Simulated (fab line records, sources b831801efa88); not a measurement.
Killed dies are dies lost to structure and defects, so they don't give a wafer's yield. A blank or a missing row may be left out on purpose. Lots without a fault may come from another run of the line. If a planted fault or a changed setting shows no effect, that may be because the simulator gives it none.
What tool caused it? + flow gf180mcu + 6 lots, 18 wafers sampled, at 3 steps of a route of 602

WHAT EACH GAUGE READ, for each wafer
GF_MIM_THK_MEAS_06.
| lot  | measured     | on           | MIM_CVD_05_THK (nm) |
|------|--------------|--------------|---------------------|
| L913 | day 24 22:29 | filmMetro-01 | 42.8 41.9 42.3      |
| L915 | day 25 10:29 | filmMetro-02 | 41.5 39.6 42.3      |
| L925 | day 28 20:13 | filmMetro-04 | 42.8 42.1 42.8      |
| L927 | day 29 10:08 | filmMetro-04 | 40.6 41.1 41.9      |
| L932 | day 30 21:26 | filmMetro-04 | 41.6 41.3 42.4      |
| L934 | day 31 12:00 | filmMetro-04 | 42.3 42.6 42.1      |

WHAT TOOL EACH LOT RAN ON (gives the tool, then ch and the chambers of the sampled wafers, and finally the start)
| lot  | GF_V4_CMP_04                  | GF_MIM_CVD_05                   |
|------|-------------------------------|---------------------------------|
| L913 | cmp-01 ch 0,1,3, day 23 21:18 | pecvd-02 ch 0,1,2, day 24 22:27 |
| L915 | cmp-01 ch 0,2, day 24 10:51   | pecvd-04 ch 1,2, day 25 10:26   |
| L925 | cmp-02 ch 0,2,3, day 27 22:39 | pecvd-02 ch 0,1, day 28 20:10   |
| L927 | cmp-01 ch 0,1, day 28 12:28   | pecvd-03 ch 0,1,2, day 29 10:06 |
| L932 | cmp-01 ch 0,1,3, day 30 00:52 | pecvd-02 ch 0,1,2, day 30 21:24 |
| L934 | cmp-02 ch 0,2,3, day 30 16:22 | pecvd-02 ch 0,1,2, day 31 11:57 |
- GF_V4_CMP_04: polishes SiO2.
- GF_MIM_CVD_05: deposits Si3N4, target thk 42 nm, time 29.086 s.

THE ANSWER, worked out from the rows above alone
Rule: the lots themselves supply what counts as usual. Put in order of their means at a reading, lots are off if they are a third of the lots or fewer, leave a main group of 4 or more, and stand apart from it by a gap of 3 or more times the standard deviation of the main group's means; of several such gaps the widest counts. A main group whose means are all the same, to the digits that the tables above print for the reading, isn't used. Also off: a lot with no number at a reading for which 4 or more lots have one. The other lots that the step has rows for count as sound.
Nothing can be told from this: no lot is off at any reading shown.

WHAT THE SIMULATOR HAD INSERTED
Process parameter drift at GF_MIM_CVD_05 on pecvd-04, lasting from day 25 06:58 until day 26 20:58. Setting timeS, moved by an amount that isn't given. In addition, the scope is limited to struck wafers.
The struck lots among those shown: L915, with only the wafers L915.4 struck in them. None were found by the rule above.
